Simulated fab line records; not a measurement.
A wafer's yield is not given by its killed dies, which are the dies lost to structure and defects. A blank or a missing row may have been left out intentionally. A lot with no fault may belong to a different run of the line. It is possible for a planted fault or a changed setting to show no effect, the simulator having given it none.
Which tool did it? :: flow sky130 :: 42 wafers from 14 lots sampled at 4 of the route's 708 steps

## WHAT THE GAUGES READ, wafer by wafer
SKY_SD_N_RS_MEAS_18: measurement is done with a four-point probe.
lot: L617
measured: day 28 04:13
on: filmMetro-01
RES_XHIGH_RS (ohm/sq): 334.4 335.2 334.0

lot: L619
measured: day 29 09:28
on: filmMetro-01
RES_XHIGH_RS (ohm/sq): 333.8 334.9 333.5

lot: L620
measured: day 29 13:34
on: filmMetro-04
RES_XHIGH_RS (ohm/sq): 332.1 332.0 330.6

lot: L621
measured: day 29 13:58
on: filmMetro-03
RES_XHIGH_RS (ohm/sq): 333.3 334.4 334.2

lot: L622
measured: day 30 10:59
on: filmMetro-03
RES_XHIGH_RS (ohm/sq): 333.0 332.8 333.9

lot: L623
measured: day 31 05:19
on: filmMetro-01
RES_XHIGH_RS (ohm/sq): 333.5 333.9 333.7

lot: L625
measured: day 31 06:58
on: filmMetro-04
RES_XHIGH_RS (ohm/sq): 330.6 330.9 331.0

lot: L631
measured: day 32 19:35
on: filmMetro-04
RES_XHIGH_RS (ohm/sq): 331.8 333.2 332.1

lot: L632
measured: day 33 02:39
on: filmMetro-03
RES_XHIGH_RS (ohm/sq): 332.4 333.7 332.7

lot: L634
measured: day 33 21:47
on: filmMetro-04
RES_XHIGH_RS (ohm/sq): 334.1 333.3 333.3

lot: L637
measured: day 34 09:03
on: filmMetro-03
RES_XHIGH_RS (ohm/sq): 333.0 334.0 333.2

lot: L638
measured: day 34 23:58
on: filmMetro-04
RES_XHIGH_RS (ohm/sq): 334.4 336.1 334.2

lot: L639
measured: day 35 00:51
on: filmMetro-03
RES_XHIGH_RS (ohm/sq): 333.0 333.6 332.9

lot: L640
measured: day 35 09:20
on: filmMetro-03
RES_XHIGH_RS (ohm/sq): 334.0 333.4 334.1

SKY_LI_CONTACT_BOW_MEAS_03.
lot: L617
measured: day 28 04:52
on: filmMetro-04
LI_CONTACT_BOW (um): 52 44 70

lot: L619
measured: day 29 11:17
on: filmMetro-01
LI_CONTACT_BOW (um): 51 64 57

lot: L620
measured: day 29 14:10
on: filmMetro-04
LI_CONTACT_BOW (um): 63 59 53

lot: L621
measured: day 29 14:34
on: filmMetro-04
LI_CONTACT_BOW (um): 63 60 60

lot: L622
measured: day 30 11:44
on: filmMetro-03
LI_CONTACT_BOW (um): 47 50 42

lot: L623
measured: day 31 06:11
on: filmMetro-03
LI_CONTACT_BOW (um): 56 55 58

lot: L625
measured: day 31 07:55
on: filmMetro-04
LI_CONTACT_BOW (um): 55 63 52

lot: L631
measured: day 32 20:11
on: filmMetro-01
LI_CONTACT_BOW (um): 49 59 59

lot: L632
measured: day 33 03:15
on: filmMetro-03
LI_CONTACT_BOW (um): 64 52 56

lot: L634
measured: day 33 22:23
on: filmMetro-04
LI_CONTACT_BOW (um): 41 59 47

lot: L637
measured: day 34 09:39
on: filmMetro-01
LI_CONTACT_BOW (um): 50 50 51

lot: L638
measured: day 35 00:34
on: filmMetro-04
LI_CONTACT_BOW (um): 62 62 56

lot: L639
measured: day 35 01:27
on: filmMetro-01
LI_CONTACT_BOW (um): 55 57 43

lot: L640
measured: day 35 09:59
on: filmMetro-01
LI_CONTACT_BOW (um): 49 55 44

## WHICH TOOL RAN EACH LOT (tool, then ch and the chambers of the sampled wafers, then the start)
lot: L617
SKY_LDD_HVN_EXPOSE_04: ilineStepper-01 ch 0, day 19 23:01
SKY_LI_CONTACT_CMP_02: cmp-01 ch 1,2,3, day 28 04:40

lot: L619
SKY_LDD_HVN_EXPOSE_04: ilineStepper-02 ch 0, day 21 08:46
SKY_LI_CONTACT_CMP_02: cmp-01 ch 0,1, day 29 10:59

lot: L620
SKY_LDD_HVN_EXPOSE_04: ilineStepper-01 ch 0, day 21 13:44
SKY_LI_CONTACT_CMP_02: cmp-01 ch 0,1,3, day 29 13:54

lot: L621
SKY_LDD_HVN_EXPOSE_04: ilineStepper-01 ch 0, day 21 14:44
SKY_LI_CONTACT_CMP_02: cmp-01 ch 0,3, day 29 14:14

lot: L622
SKY_LDD_HVN_EXPOSE_04: ilineStepper-01 ch 0, day 22 10:01
SKY_LI_CONTACT_CMP_02: cmp-01 ch 0,1,3, day 30 11:28

lot: L623
SKY_LDD_HVN_EXPOSE_04: ilineStepper-01, day 23 07:08
SKY_LI_CONTACT_CMP_02: cmp-01 ch 0,2,3, day 31 05:58

lot: L625
SKY_LDD_HVN_EXPOSE_04: ilineStepper-01, day 23 10:46
SKY_LI_CONTACT_CMP_02: cmp-01 ch 0,2,3, day 31 07:43

lot: L631
SKY_LDD_HVN_EXPOSE_04: ilineStepper-02 ch 0, day 25 02:50
SKY_LI_CONTACT_CMP_02: cmp-02 ch 0,2, day 32 19:53

lot: L632
SKY_LDD_HVN_EXPOSE_04: ilineStepper-01 ch 0, day 25 10:25
SKY_LI_CONTACT_CMP_02: cmp-02 ch 0,1,3, day 33 03:01

lot: L634
SKY_LDD_HVN_EXPOSE_04: ilineStepper-01 ch 0, day 26 05:10
SKY_LI_CONTACT_CMP_02: cmp-02 ch 0,2,3, day 33 22:04

lot: L637
SKY_LDD_HVN_EXPOSE_04: ilineStepper-02 ch 0, day 26 16:58
SKY_LI_CONTACT_CMP_02: cmp-02 ch 0,1,2, day 34 09:21

lot: L638
SKY_LDD_HVN_EXPOSE_04: ilineStepper-01 ch 0, day 27 10:44
SKY_LI_CONTACT_CMP_02: cmp-01 ch 0,1, day 35 00:15

lot: L639
SKY_LDD_HVN_EXPOSE_04: ilineStepper-01 ch 0, day 27 11:37
SKY_LI_CONTACT_CMP_02: cmp-01 ch 0,1,2, day 35 01:12

lot: L640
SKY_LDD_HVN_EXPOSE_04: ilineStepper-01 ch 0, day 27 19:53
SKY_LI_CONTACT_CMP_02: cmp-01 ch 0,3, day 35 09:38
- SKY_LDD_HVN_EXPOSE_04: exposes mask HVNTM, target cd 700 nm.
- SKY_LI_CONTACT_CMP_02: polishes PSG.

## WHAT THE TOOLS THEMSELVES READ (means of the sampled wafers that have a number; where no wafer has one, the mark that the record gives instead)
SKY_LDD_HVN_EXPOSE_04.
lot: L617
tool: ilineStepper-01
exposureDoseMJCm2: 126.98
focusOffsetNm (nm): -0.7
reticleTempC (C): 23.01

lot: L619
tool: ilineStepper-02
exposureDoseMJCm2: 127.34
focusOffsetNm (nm): 0.4
reticleTempC (C): 23.03

lot: L620
tool: ilineStepper-01
exposureDoseMJCm2: 127.02
focusOffsetNm (nm): 0.2
reticleTempC (C): 22.95

lot: L621
tool: ilineStepper-01
exposureDoseMJCm2: 126.99
focusOffsetNm (nm): 0.4
reticleTempC (C): 22.96

lot: L622
tool: ilineStepper-01
exposureDoseMJCm2: 126.87
focusOffsetNm (nm): 0.6
reticleTempC (C): 23.01

lot: L623
tool: ilineStepper-01
exposureDoseMJCm2: -
focusOffsetNm (nm): -
reticleTempC (C): -

lot: L625
tool: ilineStepper-01
exposureDoseMJCm2: -
focusOffsetNm (nm): -
reticleTempC (C): -

lot: L631
tool: ilineStepper-02
exposureDoseMJCm2: 126.97
focusOffsetNm (nm): -0.3
reticleTempC (C): 22.91

lot: L632
tool: ilineStepper-01
exposureDoseMJCm2: 127.00
focusOffsetNm (nm): -0.9
reticleTempC (C): 22.93

lot: L634
tool: ilineStepper-01
exposureDoseMJCm2: 127.14
focusOffsetNm (nm): 0.5
reticleTempC (C): 23.07

lot: L637
tool: ilineStepper-02
exposureDoseMJCm2: 126.89
focusOffsetNm (nm): -0.8
reticleTempC (C): 22.91

lot: L638
tool: ilineStepper-01
exposureDoseMJCm2: 126.94
focusOffsetNm (nm): 0.0
reticleTempC (C): 23.19

lot: L639
tool: ilineStepper-01
exposureDoseMJCm2: 127.04
focusOffsetNm (nm): 0.3
reticleTempC (C): 23.01

lot: L640
tool: ilineStepper-01
exposureDoseMJCm2: 126.94
focusOffsetNm (nm): -0.0
reticleTempC (C): 23.05

SKY_LI_CONTACT_CMP_02.
lot: L617
tool: cmp-01
headPressurePsi (psi): 4.000
motorCurrentA (A): 12.2
slurryFilterDpKPa (kPa): 13.49
timeToEndpointS (s): 37

lot: L619
tool: cmp-01
headPressurePsi (psi): 3.997
motorCurrentA (A): 12.5
slurryFilterDpKPa (kPa): 13.55
timeToEndpointS (s): 34

lot: L620
tool: cmp-01
headPressurePsi (psi): 4.000
motorCurrentA (A): 13.1
slurryFilterDpKPa (kPa): 13.50
timeToEndpointS (s): 31

lot: L621
tool: cmp-01
headPressurePsi (psi): 3.999
motorCurrentA (A): 12.8
slurryFilterDpKPa (kPa): 13.50
timeToEndpointS (s): 40

lot: L622
tool: cmp-01
headPressurePsi (psi): 4.002
motorCurrentA (A): 12.4
slurryFilterDpKPa (kPa): 13.38
timeToEndpointS (s): 34

lot: L623
tool: cmp-01
headPressurePsi (psi): 3.993
motorCurrentA (A): 12.0
slurryFilterDpKPa (kPa): 13.43
timeToEndpointS (s): 38

lot: L625
tool: cmp-01
headPressurePsi (psi): 4.000
motorCurrentA (A): 11.7
slurryFilterDpKPa (kPa): 13.54
timeToEndpointS (s): 35

lot: L631
tool: cmp-02
headPressurePsi (psi): 4.005
motorCurrentA (A): 11.8
slurryFilterDpKPa (kPa): 13.39
timeToEndpointS (s): 29

lot: L632
tool: cmp-02
headPressurePsi (psi): 4.004
motorCurrentA (A): 11.6
slurryFilterDpKPa (kPa): 13.52
timeToEndpointS (s): 34

lot: L634
tool: cmp-02
headPressurePsi (psi): 4.003
motorCurrentA (A): 11.4
slurryFilterDpKPa (kPa): 13.48
timeToEndpointS (s): 30

lot: L637
tool: cmp-02
headPressurePsi (psi): 4.009
motorCurrentA (A): 11.8
slurryFilterDpKPa (kPa): 13.42
timeToEndpointS (s): 32

lot: L638
tool: cmp-01
headPressurePsi (psi): 3.998
motorCurrentA (A): 12.1
slurryFilterDpKPa (kPa): 13.63
timeToEndpointS (s): 34

lot: L639
tool: cmp-01
headPressurePsi (psi): 3.997
motorCurrentA (A): 11.7
slurryFilterDpKPa (kPa): 13.51
timeToEndpointS (s): 36

lot: L640
tool: cmp-01
headPressurePsi (psi): 4.003
motorCurrentA (A): 12.2
slurryFilterDpKPa (kPa): 13.48
timeToEndpointS (s): 38

## THE ANSWER, worked out from the rows above alone
Rule: usual is defined by the lots themselves. The widest of any qualifying gaps counts: lots, ordered by their means at a reading, are off when they make up no more than a third of the lots, leave a main group of 4 or more, and stand apart from it by 3 or more times the standard deviation of that group's means. The tables above print the reading to a certain number of digits; a main group whose means all agree to those digits is not used. Also off: a lot with no number at a reading for which 4 or more lots have one. Where the step has rows for the other lots, those lots are counted as sound. The gauges are gone through in route order, then the tools' own readings, and for those a lot's mean is taken as printed above. At the first step where some lot is off, the reading lying furthest off is the one used; lots without a number count as furthest.
Off: L623, L625, at SKY_LDD_HVN_EXPOSE_04 (exposureDoseMJCm2). Without a number there: L623, L625. The main group has a mean of 127.01 with a standard deviation of 0.12.
A tool fits if, at that step or a process step before it, it ran every lot that is off, and no sound lot after the first of them. None of those tried fits.

## WHAT HAD BEEN PUT IN BY THE SIMULATOR
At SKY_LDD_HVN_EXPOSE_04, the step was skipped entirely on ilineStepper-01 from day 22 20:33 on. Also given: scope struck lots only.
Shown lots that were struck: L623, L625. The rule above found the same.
